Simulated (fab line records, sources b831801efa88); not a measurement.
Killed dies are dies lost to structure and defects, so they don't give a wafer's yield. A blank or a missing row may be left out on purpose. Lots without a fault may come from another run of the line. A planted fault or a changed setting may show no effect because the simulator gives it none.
A struck lot beside a sound one | flow sky130 | 32 steps out of a route of 708
Sound: wafers L792.1, L792.2, L792.5. Struck: wafers L802.1, L802.2, L802.3. The cause comes at the end.
At each step with rows: each side's tool, then ch and its chambers, then its first start. Under that, the readings that differ: sound wafers | struck wafers | difference of the means | sigmas: that difference in standard deviations of wafers without a fault.
alike: readings whose means differ by less than 2 such deviations, and words and numbers that are the same on both sides. not compared: withheld readings, readings that some wafer has no value for, bounds like >300 that may hide the same value, and numbers for which the record gives no deviation and whose values overlap.
The two part at a step that has a row with sigmas, a row that says differs or no value, or rows on one side only. Numbers that don't overlap but have no deviation are shown without sigmas and don't part them. A reading that every wafer of one side lacks parts them only if that side has two wafers or more.

SKY_PWDE_OVL_MEAS_07:
  sound on overlay-02, day 4 11:21; struck on overlay-01, day 6 21:24
  reading       | sound          | struck      | difference | sigmas
  PWDE_OVL (nm) | -3.5 -3.1 -2.2 | 4.0 1.1 1.3 | +5.1       | +3
then, 1 step without rows for these wafers: SKY_PWDE_IMPLANT_08.
SKY_PWDE_STRIP_09: strips in O2/N2.
  sound on plasma_asher-01 ch 0,1, day 4 11:32; struck on plasma_asher-04 ch 0,1, day 6 21:35
  reading                      | sound             | struck            | difference | sigmas
  strip_time_to_endpoint_s (s) | 36.75 36.75 36.69 | 37.15 36.98 37.04 | +0.33      | +3
  alike: drypump_motor_current_A, oes_product_au
  not compared: rf_hours_counter_h
SKY_PWDE_TW_MEAS_10:
  sound on film_metro-01, day 4 11:38; struck on film_metro-03, day 6 21:41
  reading | sound             | struck            | difference | sigmas
  PWDE_TW | 373.7 372.7 372.2 | 365.7 367.1 367.0 | -6.3       | -2
then, 7 steps without rows for these wafers: SKY_NWELL_DEHYDRATE_03 (time 60 s); SKY_NWELL_HMDS_04 (prime time 60 s); SKY_NWELL_COAT_05 (resist thk 3000 nm); SKY_NWELL_SOFTBAKE_06; SKY_NWELL_EXPOSE_07 (exposes mask NWM, target cd 840 nm); SKY_NWELL_PEB_08; SKY_NWELL_DEVELOP_09 (develop time 60 s).
SKY_NWELL_OVL_MEAS_10:
  sound on overlay-01, day 5 05:20; struck on overlay-01, day 7 17:33
  alike: NWELL_00_OVL
SKY_NWELL_IMPLANT_11:
  sound on implanter-01 ch 0, day 5 05:23; struck on implanter-04 ch 0, day 7 17:35
  reading                   | sound                | struck               | difference | sigmas
  beam_energy_keV           | 399.96 400.06 399.75 | 319.98 320.23 320.10 | -79.82     | -99 or more
  model.implant.rp_nm (nm)  | 491 491 491          | 398.8 398.8 398.8    | -92.2      |
  model.implant.drp_nm (nm) | 116.9 116.9 116.9    | 104.7 104.7 104.7    | -12.2      |
then, 2 steps without rows for these wafers: SKY_NWELL_IMPLANT_12; SKY_NWELL_IMPLANT_13.
SKY_NWELL_STRIP_14: strips in O2/N2.
  sound on plasma_asher-02 ch 0,1, day 5 05:50; struck on plasma_asher-01 ch 0,1, day 7 18:02
  alike: drypump_motor_current_A, oes_product_au, strip_time_to_endpoint_s
  not compared: rf_hours_counter_h
SKY_NWELL_TW_MEAS_15:
  sound on film_metro-01, day 5 05:56; struck on film_metro-04, day 7 18:08
  reading  | sound          | struck         | difference | sigmas
  NWELL_TW | 1810 1814 1816 | 1756 1767 1751 | -55        | -5
then, 7 steps without rows for these wafers: SKY_NWELL_DEHYDRATE_16 (time 60 s); SKY_NWELL_HMDS_17 (prime time 60 s); SKY_NWELL_COAT_18 (resist thk 3000 nm); SKY_NWELL_SOFTBAKE_19; SKY_NWELL_EXPOSE_20 (exposes mask NWM COMPLEMENT, target cd 840 nm); SKY_NWELL_PEB_21; SKY_NWELL_DEVELOP_22 (develop time 60 s).
SKY_NWELL_OVL_MEAS_23:
  sound on overlay-02, day 6 00:12; struck on overlay-01, day 8 15:29
  alike: NWELL_01_OVL
then, 1 step without rows for these wafers: SKY_NWELL_IMPLANT_24.
SKY_NWELL_STRIP_25: strips in O2/N2.
  sound on plasma_asher-02 ch 0,1, day 6 00:23; struck on plasma_asher-03 ch 0,1, day 8 15:41
  reading                      | sound             | struck            | difference | sigmas
  strip_time_to_endpoint_s (s) | 36.80 36.84 36.75 | 36.91 36.99 37.10 | +0.20      | +3
  alike: drypump_motor_current_A, oes_product_au
  not compared: rf_hours_counter_h
SKY_NWELL_TW_MEAS_26:
  sound on film_metro-04, day 6 00:29; struck on film_metro-04, day 8 15:47
  alike: NWELL_2_TW
then, 1 step without rows for these wafers: SKY_NWELL_CLEAN_27 (cleans in SC1/SC2, time 150 s).
SKY_NWELL_RTA_28: time 30 s.
  sound on rtp_anneal-01 ch 0, day 6 00:36; struck on rtp_anneal-01 ch 0, day 8 15:53
  alike: anneal_temp_c_max, lamp_power_pct, wafer_temp_C_max
SKY_NWELL_RS_MEAS_29: measures by four-point-probe.
  sound on film_metro-04, day 6 00:42; struck on film_metro-03, day 8 15:59
  reading           | sound             | struck            | difference | sigmas
  NWELL_RS (ohm/sq) | 624.9 623.1 624.2 | 661.2 662.5 661.1 | +37.5      | +29
-- the record jumps here: 42 days lie between the struck wafers' starts before and after (it left off in module NWELL and takes up again in module PAD_OPEN, whose first step shown is number 708 of the route) --
SKY_PAD_OPEN_PROBE_99:
  sound on prober-01, day 48 16:35; struck on prober-01, day 50 22:07
  reading                                | sound                         | struck                        | difference | sigmas
  model.etest.pfet_16v.r_on_ohm_um       | 1.484e+04 1.507e+04 1.483e+04 | 1.653e+04 1.663e+04 1.666e+04 | +1.693e+03 |
  model.etest.res_nwell.line_ohm_um      | 1142 1150 1108                | 2058 2090 2105                | +951       |
  model.etest.res_nwell.rs_ohm_sq        | 949.3 965 932.5               | 1637 1659 1652                | +700       |
  model.etest.nfet_16v.r_on_ohm_um       | 1.387e+04 1.394e+04 1.383e+04 | 1.461e+04 1.465e+04 1.457e+04 | +7.300e+02 |
  model.etest.pfet_g5v0d10v5.r_on_ohm_um | 4739 4752 4766                | 5088 5032 5097                | +320       |
  model.etest.tip_p_5v.rs_ohm_sq         | 2844 2864 2844                | 3126 3105 3135                | +271       |
  model.etest.res_nwell.width_nm (nm)    | 836.4 838.2 837.3             | 796.4 792.5 790.7             | -44.1      |
  alike: killed_at_M0_to_M3, killed_at_M4_up, killed_at_contacts, killed_at_front_end, killed_at_other, killed_dies, killed_open, killed_short
  not compared: model.etest.tip_p.rs_ohm_sq

WHERE THEY PART
First at SKY_PWDE_OVL_MEAS_07; last, within this record, at SKY_NWELL_RS_MEAS_29. Later steps at which nothing parts them and some readings are alike: SKY_PAD_OPEN_PROBE_99.

WHY: what the simulator had put in
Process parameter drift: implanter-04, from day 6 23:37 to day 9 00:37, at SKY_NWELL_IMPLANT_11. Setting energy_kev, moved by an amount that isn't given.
